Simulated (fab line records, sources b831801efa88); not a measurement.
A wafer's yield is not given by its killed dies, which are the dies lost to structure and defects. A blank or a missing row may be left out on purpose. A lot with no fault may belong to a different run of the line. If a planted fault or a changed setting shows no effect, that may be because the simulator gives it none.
The tool behind it: which one? -- flow gf180mcu -- 11 lots, 33 wafers sampled, at 2 steps of a route of 602

## WHAT EACH GAUGE READ, for each wafer
GF_STI_THK_MEAS_04.
lot,measured,on,STI_CVD_03_THK (nm)
L138,day 1 13:34,filmMetro-02,209.6 208.2 208.1
L139,day 1 18:34,filmMetro-03,208.5 206.7 208.9
L140,day 2 02:14,filmMetro-04,203.8 204.5 204.4
L141,day 2 05:38,filmMetro-03,206.6 208.6 205.6
L143,day 2 14:34,filmMetro-03,212.9 214.1 211.5
L146,day 3 06:10,filmMetro-03,208.3 208.1 209.1
L147,day 3 10:34,filmMetro-03,206.8 208.2 205.8
L148,day 3 15:34,filmMetro-04,209.5 210.1 206.3
L151,day 4 07:34,filmMetro-02,202.4 201.8 202.8
L152,day 4 11:44,filmMetro-02,165.5 164.4 166.3
L160,day 6 03:34,filmMetro-02,205.9 206.1 205.2

## WHAT TOOL EACH LOT RAN ON (gives the tool, then ch and the chambers of the sampled wafers, and finally the start)
lot,GF_STI_CVD_03
L138,"lpcvd-01 ch 1, day 1 11:34"
L139,"lpcvd-01 ch 1, day 1 16:34"
L140,"lpcvd-01 ch 1, day 1 23:14"
L141,"lpcvd-01 ch 1, day 2 02:39"
L143,"lpcvd-02 ch 0, day 2 12:34"
L146,"lpcvd-02 ch 0, day 3 04:10"
L147,"lpcvd-02 ch 0, day 3 08:34"
L148,"lpcvd-02 ch 1, day 3 13:34"
L151,"lpcvd-01 ch 0, day 4 04:34"
L152,"lpcvd-02 ch 0, day 4 09:46"
L160,"lpcvd-01 ch 1, day 6 01:34"
- GF_STI_CVD_03: deposits Si3N4 from DCS/NH3, target thk 207.16 nm, time 3551 s.

## THE ANSWER, worked out from the rows above alone
Rule: the usual values come from the lots themselves. The widest of any qualifying gaps counts: lots, ordered by their means at a reading, are off when they make up no more than a third of the lots, leave a main group of 4 or more, and stand apart from it by 3 or more times the standard deviation of that group's means. A main group is skipped when, at the precision printed for the reading in the tables above, its means are all equal. A lot without any number at a reading at which 4 lots or more have one is off too. The other lots that the step has rows for count as sound.
Off: L152, at GF_STI_THK_MEAS_04 (STI_CVD_03_THK). The main group has a mean of 207.3 nm with a standard deviation of 2.7.
A tool fits if, at a process step before that reading, it ran every lot that is off, and no sound lot after the first of them. Gauges at GF_STI_THK_MEAS_04: tried the same way as those tools. One fits: lpcvd-02 at GF_STI_CVD_03. A fault onset in the window from L148 (day 3 13:34, its last sound lot) to L152 (day 4 09:46, its first lot off) fits.

## WHAT WAS PUT IN BY THE SIMULATOR
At GF_STI_CVD_03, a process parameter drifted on lpcvd-02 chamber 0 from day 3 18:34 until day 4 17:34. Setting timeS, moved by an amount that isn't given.
Struck lots among those shown: L152. The rule above found the same.
